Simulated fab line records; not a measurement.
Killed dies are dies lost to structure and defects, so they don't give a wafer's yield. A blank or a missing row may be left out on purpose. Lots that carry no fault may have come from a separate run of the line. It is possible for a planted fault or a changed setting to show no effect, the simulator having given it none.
Chamber matching | flow sky130 | 3 sister chambers for SKY_CONTACT_HDPCVD_02 on hdpcvd-02
The step deposits SiO2, target thk 565 nm, time 94.2 s. 3 wafers are shown with their chamber, then 7 later ones without.

WAFERS PAIRED WITH THEIR CHAMBERS
wafer  | chamber | susceptorTempC (C)
L524.2 | 2       | 600.46
L524.5 | 0       | 600.09
L528.4 | 1       | 600.04

WAFERS MISSING THEIR CHAMBER
wafer  | susceptorTempC (C)
L528.5 | 600.01
L537.2 | 600.16
L537.4 | 599.78
L537.5 | 600.22
L539.3 | 599.55
L539.5 | 600.15
L539.6 | 600.27

CHAMBER TAKEN BY EACH
wafer  | from the rows above          | in truth
L528.5 | can't be placed: 1 or 0 or 2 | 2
L537.2 | can't be placed: 0 or 1 or 2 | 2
L537.4 | can't be placed: 1 or 0 or 2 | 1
L537.5 | can't be placed: 0 or 1 or 2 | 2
L539.3 | can't be placed: 1 or 0 or 2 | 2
L539.5 | can't be placed: 0 or 1 or 2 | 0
L539.6 | can't be placed: 0 or 2 or 1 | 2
Correctly placed: 0 of 7. Can't be placed from these rows: 7 (the true chamber is among the candidates in 7). Number placed wrongly: 0.
How it was worked out, from the rows above alone: a wafer's distance from a chamber is the root of the sum, over the readings, of the square of ((its reading less the chamber's mean) divided by the reading's scatter). The wafer belongs to the nearest chamber; if the next one is less than 2 further off, it can't be placed. For every chamber, the mean is computed from those of its wafers that are shown. The scatter: with one shown wafer a chamber, the root of the mean of the squares of how far each hidden wafer lies from its nearest shown one.
